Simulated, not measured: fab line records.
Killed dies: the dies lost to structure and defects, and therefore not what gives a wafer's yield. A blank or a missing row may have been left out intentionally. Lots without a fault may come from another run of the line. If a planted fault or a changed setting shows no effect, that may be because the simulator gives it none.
What tool caused it?	flow gf180mcu	12 lots, 36 wafers sampled, at 6 steps of a route of 602

WHAT THE GAUGES READ, wafer by wafer
GF_NWELL_OVL_MEAS_07. Usual: NWELL_OVL typically reads 0.5 nm, with standard deviation 1.1.
lot	measured	on	NWELL_OVL (nm)	flag
L748	day 3 07:46	overlay-01	1.3 0.6 0.6	
L749	day 3 12:32	overlay-02	0.0 -1.0 -0.2	
L751	day 3 23:20	overlay-01	1.8 0.2 0.9	
L755	day 4 21:04	overlay-02	0.1 -0.1 -1.7	
L756	day 5 03:14	overlay-02	1.9 -0.1 1.1	
L757	day 5 09:13	overlay-02	-0.2 -0.4 1.6	
L758	day 5 14:11	overlay-01	-0.5 -0.1 0.0	
L763	day 6 17:22	overlay-01	-0.9 -0.4 -0.4	
L768	day 7 19:46	overlay-01	2.1 0.6 1.4	
L769	day 8 01:56	overlay-01	-1.0 -0.6 -0.4	
L770	day 8 08:15	overlay-01	1.3 2.2 1.9	
L771	day 8 12:20	overlay-01	-0.2 -0.2 -0.5	

GF_MVPSD_TW_MEAS_11. Usual: MVPSD_TW typically reads 553, with standard deviation 3.2.
lot	measured	on	MVPSD_TW	flag
L748	day 5 02:02	film-metro-01	548 549 550	
L749	day 5 06:43	film-metro-02	556 555 556	
L751	day 5 18:23	film-metro-04	555 554 552	
L755	day 6 17:57	film-metro-01	536 538 537	OFF
L756	day 7 00:31	film-metro-04	543 541 539	OFF
L757	day 7 07:24	film-metro-04	552 552 553	
L758	day 7 13:26	film-metro-02	541 541 536	OFF
L763	day 8 18:02	film-metro-04	555 555 555	
L768	day 9 23:14	film-metro-04	555 556 556	
L769	day 10 06:56	film-metro-01	546 546 545	
L770	day 10 12:07	film-metro-02	552 554 557	
L771	day 10 17:59	film-metro-04	555 554 557	

GF_VT_IMPLANT_OVL_MEAS_07. Usual: VT_IMPLANT_OVL typically reads 1.2 nm, with standard deviation 1.3.
lot	measured	on	VT_IMPLANT_OVL (nm)	flag
L748	day 5 15:58	overlay-02	0.0 1.3 -0.4	
L749	day 5 21:01	overlay-01	-0.2 2.4 1.1	
L751	day 6 08:34	overlay-02	0.8 1.4 1.3	
L755	day 7 09:27	overlay-01	1.6 1.9 2.0	
L756	day 7 16:22	overlay-01	2.4 2.1 2.6	
L757	day 7 22:25	overlay-01	1.3 1.3 1.6	
L758	day 8 05:07	overlay-01	2.8 1.0 0.4	
L763	day 9 10:46	overlay-01	1.5 1.3 1.0	
L768	day 10 17:19	overlay-02	1.0 0.2 0.7	
L769	day 11 00:51	overlay-01	2.1 1.4 1.0	
L770	day 11 06:19	overlay-02	3.2 3.9 3.2	
L771	day 11 12:21	overlay-02	2.6 1.6 3.5	

GF_VT_IMPLANT_RS_MEAS_49: measurement is done with a four-point probe. Usual: MVPSD_RS typically reads 1169.0 ohm/sq, with standard deviation 2.8.
lot	measured	on	MVPSD_RS (ohm/sq)	flag
L748	day 7 14:49	film-metro-02	1172.1 1168.9 1169.0	
L749	day 7 20:07	film-metro-01	1171.0 1168.0 1171.4	
L751	day 8 09:01	film-metro-04	1167.4 1169.4 1169.9	
L755	day 9 12:28	film-metro-04	1222.0 1219.5 1220.3	OFF
L756	day 9 19:09	film-metro-04	1219.8 1221.4 1218.3	OFF
L757	day 10 02:19	film-metro-02	1170.9 1172.5 1173.3	
L758	day 10 09:21	film-metro-04	1217.1 1219.8 1216.4	OFF
L763	day 11 18:34	film-metro-01	1169.0 1171.4 1168.8	
L768	day 13 03:53	film-metro-02	1166.4 1165.4 1168.3	
L769	day 13 11:41	film-metro-01	1170.1 1169.2 1170.0	
L770	day 13 17:29	film-metro-02	1167.5 1168.0 1171.4	
L771	day 14 00:49	film-metro-02	1170.9 1166.9 1173.2	

WHICH TOOL RAN EACH LOT (tool, then ch and the chambers of the sampled wafers, then the start)
lot	GF_LVPWELL_STRIP_10	GF_MVPSD_IMPLANT_08
L748	plasma-asher-04 ch 0,1, day 3 21:17	implanter-03 ch 0, day 5 01:38
L749	plasma-asher-03 ch 0,1, day 4 02:28	implanter-01 ch 0, day 5 06:21
L751	plasma-asher-04 ch 1, day 4 13:11	implanter-01 ch 0, day 5 17:59
L755	plasma-asher-04 ch 1, day 5 11:44	implanter-03 ch 0, day 6 17:34
L756	plasma-asher-04 ch 0,1, day 5 18:02	implanter-03 ch 0, day 7 00:07
L757	plasma-asher-04 ch 0,1, day 6 00:32	implanter-04 ch 0, day 7 07:01
L758	plasma-asher-03 ch 0,1, day 6 05:44	implanter-03 ch 0, day 7 13:02
L763	plasma-asher-01 ch 0,1, day 7 09:20	implanter-01 ch 0, day 8 17:38
L768	plasma-asher-04 ch 0,1, day 8 12:50	implanter-04 ch 0, day 9 22:51
L769	plasma-asher-04 ch 0,1, day 8 19:23	implanter-01 ch 0, day 10 06:32
L770	plasma-asher-04 ch 0,1, day 9 00:58	implanter-01 ch 0, day 10 11:44
L771	plasma-asher-01 ch 0,1, day 9 05:17	implanter-04 ch 0, day 10 17:35
- GF_LVPWELL_STRIP_10: strips in O2/N2.
- GF_MVPSD_IMPLANT_08

AS READ BY THE TOOLS THEMSELVES (means over the sampled wafers that have a number; for cases with no such wafer, the mark the record gives instead)
GF_LVPWELL_STRIP_10. Usual: drypump-motor-current-A 5.9 A, standard deviation 0.36; heater-power-w 345 W, standard deviation 36; oes-product-au 0.722 a.u., standard deviation 0.0044; strip-time-to-endpoint-s 36.96 s, standard deviation 0.087.
lot	tool	drypump-motor-current-A (A)	heater-power-w (W)	oes-product-au (a.u.)	strip-time-to-endpoint-s (s)	flag
L748	plasma-asher-04	6.0	374	0.726	36.85	
L749	plasma-asher-03	5.7	325	0.725	37.00	
L751	plasma-asher-04	6.0	405	0.728	36.96	
L755	plasma-asher-04	5.9	402	0.723	36.88	
L756	plasma-asher-04	6.0	385	0.724	37.00	
L757	plasma-asher-04	6.0	382	0.721	36.84	
L758	plasma-asher-03	5.5	308	0.720	37.02	
L763	plasma-asher-01	6.3	329	0.725	36.97	
L768	plasma-asher-04	5.9	361	0.724	36.98	
L769	plasma-asher-04	5.9	359	0.718	37.05	
L770	plasma-asher-04	6.0	380	0.717	36.89	
L771	plasma-asher-01	6.3	328	0.724	36.93	

GF_MVPSD_IMPLANT_08. Usual: dose-ions-cm2 1.4999e+13, standard deviation 1.6e+10; end-station-pressure-torr 5.06e-06 Torr, standard deviation 2.9e-07; faraday-current-uA 84.1, standard deviation 1.7.
lot	tool	dose-ions-cm2	end-station-pressure-torr (Torr)	faraday-current-uA	flag
L748	implanter-03	1.4988e+13	5.02e-06	82.7	
L749	implanter-01	1.5003e+13	5.01e-06	83.1	
L751	implanter-01	1.4993e+13	5.31e-06	84.3	
L755	implanter-03	1.3718e+13	5.25e-06	77.7	OFF
L756	implanter-03	1.3713e+13	4.97e-06	76.5	OFF
L757	implanter-04	1.4992e+13	5.06e-06	85.5	
L758	implanter-03	1.3712e+13	4.77e-06	77.4	OFF
L763	implanter-01	1.5011e+13	5.11e-06	85.4	
L768	implanter-04	1.4996e+13	5.02e-06	82.8	
L769	implanter-01	1.4984e+13	4.98e-06	83.7	
L770	implanter-01	1.4984e+13	5.12e-06	83.4	
L771	implanter-04	1.5009e+13	4.98e-06	83.5	

THE ANSWER, worked out from the rows above alone
Rule: a lot counts as off when the mean over its wafers that have a number is more than 3 standard deviations away from the usual mean. Also off: a lot with no number at a reading for which 4 or more lots have one. All remaining lots with rows at the step are treated as sound. Order of review: gauges by route order, followed by the tools' own readings, for which a lot's mean as printed above is used. At the first step where some lot is off, the reading lying furthest off is the one used; lots without a number count as furthest.
Off: L755, L756, L758, seen at GF_MVPSD_TW_MEAS_11 (MVPSD_TW).
A tool fits if, at a process step before that reading, it ran every lot that is off, and no sound lot after the first of them. The gauges at GF_MVPSD_TW_MEAS_11 aren't tried: what is off there is off at GF_MVPSD_IMPLANT_08 too, on other tools, and a gauge's error can't cause that. One fits: GF_MVPSD_IMPLANT_08 on implanter-03. A fault onset in the window from L748 (day 5 01:38, its last sound lot) to L755 (day 6 17:34, its first lot off) fits.
The tool's own readings at GF_MVPSD_IMPLANT_08 bear it out: on the lots that are off they differ by more than 5 times the standard deviation of the sound lots' means. dose-ions-cm2 reads 1.3714e+13 there against 1.4996e+13 on the sound lots; faraday-current-uA reads 77.2 there against 83.8 on the sound lots.

WHAT THE SIMULATOR HAD PUT IN
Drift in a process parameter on implanter-03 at GF_MVPSD_IMPLANT_08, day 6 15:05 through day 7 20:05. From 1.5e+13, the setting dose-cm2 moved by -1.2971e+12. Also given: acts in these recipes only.
Lots struck among those shown: L755, L756, L758. This agrees with what the rule above found.
